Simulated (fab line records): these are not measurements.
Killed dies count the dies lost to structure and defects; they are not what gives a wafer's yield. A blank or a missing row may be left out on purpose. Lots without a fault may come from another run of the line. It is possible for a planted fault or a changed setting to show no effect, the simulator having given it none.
fab line records | flow gf180mcu
[record] lots = 14 wafers = 42 lastDay = 34
route steps=602 shown VT_IMPLANT@98 M1@315 M2@366 V2@403
lots that met no fault: taken from a fault-free run of the same line
startH: start of the lot's first displayed wafer, in hours after the record's first day | waitH: time in hours since the lot's previous step | " identical to the entry in the row above | L1.1+2: one row covering several wafers at once | - value missing, or start not given | * or withheld: withheld | < > ~ a bound
route shown NAME@n: a module of which the file shows steps, and the number in the route of the first | usual: mean/standard deviation taken from wafers without a fault | same: alike in all rows | chamber/n: place in a boat | sites: each site's reading | _std_site: standard deviation of those values | _edge_site: inner sites' mean taken away from outer sites' mean | radiusMm: for every site, how far away it sits from the centre of the wafer | mask NAME#n: copy n | behind: the most recent tool/chamber to have shaped the wafer | hold: why the lot was held/for how many hours/how that ended | device: the transistor (n, p or np) that didn't switch | end of line: the route-end tests of the same wafers | where a step has no rows: the recipe by itself | killed: not the wafer's yield, but the dies lost to structure and defects at the first sort | map: dies across one wafer; x = killed, . = not, _ = none there
set.NAME: the setting that was run; set.NAME@STEP: the one run at that earlier step | model.NAME: the simulator's own value behind a step, which no gauge read
one table for each step of the route and one row for each wafer, over a sample of lots
services: the hour from which a tool's chamber was out of use, counted from the record's first day as startH (under 0 if before that day), plus the number of hours and why
[[steps]]
[step GF_VT_IMPLANT_IMPLANT_08]
[recipe] species = BF2 energyKev = 20 doseCm2 = 8.29e+12 tiltDeg = 7
[usual] beamOnS = 10.01/0.19 faradayCurrentUA = 46.7/0.88
// columns lot.wafer tool chamber startH waitH beamOnS faradayCurrentUA
L972.1 implanter-01 0 115.48 0.0 10.08 46.3
L972.4 " 0 " " 10.00 46.7
L972.6 " 0 " " 10.04 46.7
L973.1 implanter-03 0 124.46 0.0 9.35 49.6
L973.3 " 0 " " 9.85 47.5
L973.6 " 0 " " 9.64 48.6
L975.2 implanter-02 0 133.61 0.0 9.82 47.5
L975.3 " 0 " " 9.96 47.2
L975.5 " 0 " " 10.15 46.3
L976.1 implanter-01 0 140.76 0.0 10.20 45.8
L976.3 " 0 " " 10.24 45.6
L976.6 " 0 " " 10.09 46.5
L977.1 implanter-02 0 151.16 0.0 10.14 46.2
L977.2 " 0 " " 9.83 47.6
L977.3 " 0 " " 9.86 47.6
L978.2 implanter-01 0 163.91 0.0 9.84 47.5
L978.3 " 0 " " 9.92 47.3
L978.4 " 0 " " 10.16 46.0
L982.2 implanter-02 0 176.94 0.0 10.02 46.7
L982.5 " 0 " " 10.13 46.0
L982.6 " 0 " " 10.24 45.5
L983.2 implanter-03 0 186.23 0.0 9.66 48.3
L983.3 " 0 " " 9.79 47.9
L983.6 " 0 " " 9.63 48.5
L984.1 implanter-01 0 193.23 0.0 11.09 42.1
L984.2 " 0 " " 11.40 41.3
L984.3 " 0 " " 11.02 42.3
L985.1 implanter-01 0 197.86 0.0 10.91 42.6
L985.4 " 0 " " 11.03 42.4
L985.6 " 0 " " 11.28 41.4
L986.4 implanter-02 0 206.24 0.1 9.71 48.0
L986.5 " 0 " " 9.92 46.9
L986.6 " 0 " " 9.91 47.1
L990.1 implanter-02 0 230.36 0.0 10.36 44.9
L990.5 " 0 " " 9.75 48.0
L990.6 " 0 " " 9.89 47.2
L992.1 implanter-03 0 240.96 0.0 10.11 46.2
L992.2 " 0 " " 9.96 47.1
L992.6 " 0 " " 10.06 46.7
L994.2 implanter-01 0 254.73 0.0 10.00 46.6
L994.4 " 0 " " 10.11 46.2
L994.6 " 0 " " 10.18 45.7
[step GF_VT_IMPLANT_TW_MEAS_10]
[usual] VT_IMPLANT_TW = 567.9/2.4
// columns lot.wafer tool chamber startH waitH VT_IMPLANT_TW
L972.1 filmMetro-02 - 115.73 0.1 569.9
L972.4 " - " " 568.5
L972.6 " - " " 567.5
L973.1 filmMetro-02 - 124.71 0.1 566.9
L973.3 " - " " 569.5
L973.6 " - " " 567.7
L975.2 filmMetro-02 - 133.84 0.1 571.6
L975.3 " - " " 570.6
L975.5 " - " " 573.7
L976.1 filmMetro-02 - 141.01 0.1 569.9
L976.3 " - " " 570.9
L976.6 " - " " 573.3
L977.1 filmMetro-03 - 151.45 0.1 572.3
L977.2 " - " " 569.7
L977.3 " - " " 569.9
L978.2 filmMetro-02 - 164.14 0.1 570.0
L978.3 " - " " 568.4
L978.4 " - " " 568.5
L982.2 filmMetro-02 - 177.17 0.1 566.4
L982.5 " - " " 569.1
L982.6 " - " " 566.6
L983.2 filmMetro-02 - 186.50 0.1 569.6
L983.3 " - " " 568.2
L983.6 " - " " 568.2
L984.1 filmMetro-03 - 193.48 0.1 581.9
L984.2 " - " " 582.7
L984.3 " - " " 585.4
L985.1 filmMetro-03 - 198.11 0.1 587.4
L985.4 " - " " 584.3
L985.6 " - " " 586.8
L986.4 filmMetro-03 - 206.44 0.1 566.2
L986.5 " - " " 566.7
L986.6 " - " " 566.3
L990.1 filmMetro-02 - 230.61 0.1 565.5
L990.5 " - " " 571.7
L990.6 " - " " 565.9
L992.1 filmMetro-03 - 241.21 0.1 570.1
L992.2 " - " " 569.1
L992.6 " - " " 574.2
L994.2 filmMetro-03 - 254.97 0.1 569.7
L994.4 " - " " 568.6
L994.6 " - " " 567.0
[step GF_M1_SPUTTER_00]
[recipe] material = Ti targetThkNm = 37.5 arrivingIonEnergyEv = 80 substrateTempC = 200 chamberPressurePa = 2 powerW = 4000 timeS = 150
[usual] throttleValvePct = 30.0/1
// columns lot.wafer tool chamber startH waitH throttleValvePct
L972.1 pvdSputter-03 - 373.88 0.1 30.3
L972.4 " - " " 29.8
L972.6 " - " " 29.9
L973.1 pvdSputter-03 - 384.09 0.1 31.8
L973.3 " - " " 29.8
L973.6 " - " " 30.1
L975.2 pvdSputter-04 - 399.65 0.1 29.4
L975.3 " - " " 30.2
L975.5 " - " " 30.1
L976.1 pvdSputter-03 - 408.41 0.2 30.1
L976.3 " - " " 27.8
L976.6 " - " " 29.9
L977.1 pvdSputter-03 - 424.97 0.2 27.9
L977.2 " - " " 30.3
L977.3 " - " " 31.6
L978.2 pvdSputter-01 - 438.31 0.2 30.8
L978.3 " - " " 29.3
L978.4 " - " " 31.5
L982.2 pvdSputter-04 - 462.75 0.1 30.3
L982.5 " - " " 30.0
L982.6 " - " " 29.1
L983.2 pvdSputter-03 - 469.99 0.1 27.9
L983.3 " - " " 30.1
L983.6 " - " " 31.6
L984.1 pvdSputter-04 - 484.96 0.2 30.6
L984.2 " - " " 29.7
L984.3 " - " " 30.6
L985.1 pvdSputter-03 - 495.20 0.2 30.1
L985.4 " - " " 27.8
L985.6 " - " " 27.9
L986.4 pvdSputter-03 - 500.49 0.1 30.0
L986.5 " - " " 30.1
L986.6 " - " " 31.6
L990.1 pvdSputter-04 - 531.01 0.1 30.6
L990.5 " - " " 30.4
L990.6 " - " " 29.7
L992.1 pvdSputter-01 - 546.32 0.2 31.6
L992.2 " - " " 29.1
L992.6 " - " " 30.6
L994.2 pvdSputter-01 - 564.03 0.2 29.3
L994.4 " - " " 30.6
L994.6 " - " " 29.4
[step GF_M2_SPUTTER_04]
[recipe] material = TiN targetThkNm = 50 powerW = 6500 timeS = 41.7 chamberPressurePa = 0.4
[usual] throttleValvePct = 29.8/0.94
// columns lot.wafer tool chamber startH waitH throttleValvePct
L972.1 pvdSputter-02 - 423.47 0.0 28.9
L972.4 " - " " 31.0
L972.6 " - " " 29.7
L973.1 pvdSputter-02 - 434.91 0.0 30.5
L973.3 " - " " 28.9
L973.6 " - " " 29.7
L975.2 pvdSputter-01 - 451.07 0.0 29.1
L975.3 " - " " 30.6
L975.5 " - " " 29.0
L976.1 pvdSputter-03 - 460.04 0.0 30.2
L976.3 " - " " 28.1
L976.6 " - " " 29.8
L977.1 pvdSputter-02 - 477.40 0.0 30.6
L977.2 " - " " 30.0
L977.3 " - " " 28.9
L978.2 pvdSputter-03 - 490.81 0.0 27.8
L978.3 " - " " 29.9
L978.4 " - " " 31.7
L982.2 pvdSputter-01 - 513.10 0.0 28.8
L982.5 " - " " 29.1
L982.6 " - " " 30.5
L983.2 pvdSputter-01 - 521.60 0.0 29.2
L983.3 " - " " 29.0
L983.6 " - " " 29.1
L984.1 pvdSputter-02 - 535.38 0.0 29.1
L984.2 " - " " 29.0
L984.3 " - " " 30.0
L985.1 pvdSputter-01 - 545.90 0.0 28.8
L985.4 " - " " 30.6
L985.6 " - " " 31.5
L986.4 pvdSputter-02 - 549.48 0.0 28.9
L986.5 " - " " 29.0
L986.6 " - " " 30.7
L990.1 pvdSputter-01 - 578.66 0.0 29.0
L990.5 " - " " 30.4
L990.6 " - " " 29.3
L992.1 pvdSputter-01 - 593.63 0.0 29.0
L992.2 " - " " 29.1
L992.6 " - " " 29.4
L994.2 pvdSputter-02 - 609.85 0.0 29.0
L994.4 " - " " 29.9
L994.6 " - " " 28.9
[step GF_V2_SPUTTER_21]
[recipe] material = Ti targetThkNm = 15 chamberPressurePa = 5 powerW = 2500 substrateTempC = 200 timeS = 80.02
[usual] throttleValvePct = 29.9/0.91
// columns lot.wafer tool chamber startH waitH throttleValvePct
L972.1 pvdSputter-02 - 473.98 0.0 29.7
L972.4 " - " " 30.7
L972.6 " - " " 29.1
L973.1 pvdSputter-02 - 486.09 0.0 29.0
L973.3 " - " " 30.8
L973.6 " - " " 29.8
L975.2 pvdSputter-02 - 501.62 0.0 29.2
L975.3 " - " " 29.1
L975.5 " - " " 30.5
L976.1 pvdSputter-04 - 510.53 0.0 30.8
L976.3 " - " " 30.3
L976.6 " - " " 30.7
L977.1 pvdSputter-02 - 527.81 0.0 28.8
L977.2 " - " " 30.0
L977.3 " - " " 29.0
L978.2 pvdSputter-03 - 539.39 0.0 27.9
L978.3 " - " " 30.1
L978.4 " - " " 31.5
L982.2 pvdSputter-03 - 560.59 0.0 31.8
L982.5 " - " " 27.7
L982.6 " - " " 30.2
L983.2 pvdSputter-04 - 569.28 0.0 29.9
L983.3 " - " " 29.2
L983.6 " - " " 30.2
L984.1 pvdSputter-04 - 581.43 0.0 30.7
L984.2 " - " " 29.4
L984.3 " - " " 29.8
L985.1 pvdSputter-02 - 592.29 0.0 30.5
L985.4 " - " " 29.8
L985.6 " - " " 28.9
L986.4 pvdSputter-03 - 595.72 0.0 27.7
L986.5 " - " " 29.9
L986.6 " - " " 31.8
L990.1 pvdSputter-02 - 622.76 0.0 30.0
L990.5 " - " " 30.6
L990.6 " - " " 29.6
L992.1 pvdSputter-03 - 637.63 0.0 30.0
L992.2 " - " " 30.0
L992.6 " - " " 28.2
L994.2 pvdSputter-02 - 652.39 0.0 30.7
L994.4 " - " " 30.0
L994.6 " - " " 29.1
[[services]]
// columns tool chamber startH hours kind
implanter-02 - 140.71 4.2 pm
implanter-01 - 148.13 3.2 repair
implanter-01 - 155.05 0.6 repair
pvdSputter-01 - 180.42 1.0 repair
pvdSputter-03 - 182.99 4.1 repair
pvdSputter-03 - 206.73 5.2 repair
implanter-02 - 209.79 12.2 repair
implanter-02 - 226.64 1.8 repair
implanter-01 - 240.32 3.6 repair
implanter-02 - 262.82 0.5 repair
implanter-01 - 281.76 5.6 pm
pvdSputter-01 - 316.70 1.0 repair
implanter-02 - 348.62 0.8 repair
implanter-02 - 360.58 3.7 repair
implanter-02 - 425.36 2.5 repair
pvdSputter-03 - 427.30 15.2 repair
implanter-01 - 459.21 14.9 pm
implanter-01 - 531.43 4.3 pm
pvdSputter-04 - 534.53 3.6 repair
implanter-01 - 543.58 3.4 repair
pvdSputter-04 - 546.02 7.4 repair
pvdSputter-01 - 641.80 2.0 repair
pvdSputter-03 - 643.64 2.2 repair
pvdSputter-03 - 650.22 0.6 repair
[[key]]
[firstSign] step = GF_VT_IMPLANT_IMPLANT_08 reading = beamOnS direction = up sigmas = 5.8 usual = 10.01 struck = 11.12
[effect] step = GF_VT_IMPLANT_IMPLANT_08 reading = faradayCurrentUA direction = down sigmas = 5.3 usual = 46.7 struck = 42.0
[effect] step = GF_VT_IMPLANT_TW_MEAS_10 reading = VT_IMPLANT_TW direction = up sigmas = 7.1 usual = 567.9 struck = 584.8
metAt GF_VT_IMPLANT_IMPLANT_08
struckLots L984,L985
testerLeftOut L984,L985
notActingAt GF_M1_SPUTTER_00,GF_M2_SPUTTER_04,GF_V2_SPUTTER_21
onsetBetween 163.91 193.23
[fault] kind = processParameterDrift tool = implanter-01 chamber = - onsetH = 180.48 steps = GF_VT_IMPLANT_IMPLANT_08 channel = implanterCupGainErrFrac offset = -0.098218 shape = step endH = 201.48
// testerLeftOut: of these lots the tester's yield and bins aren't shown, on N5 and GAA mostly nor the transistor test; their killed dies are dies lost to structure and defects alone, not to doping, threshold or leakage, so they don't give the yield
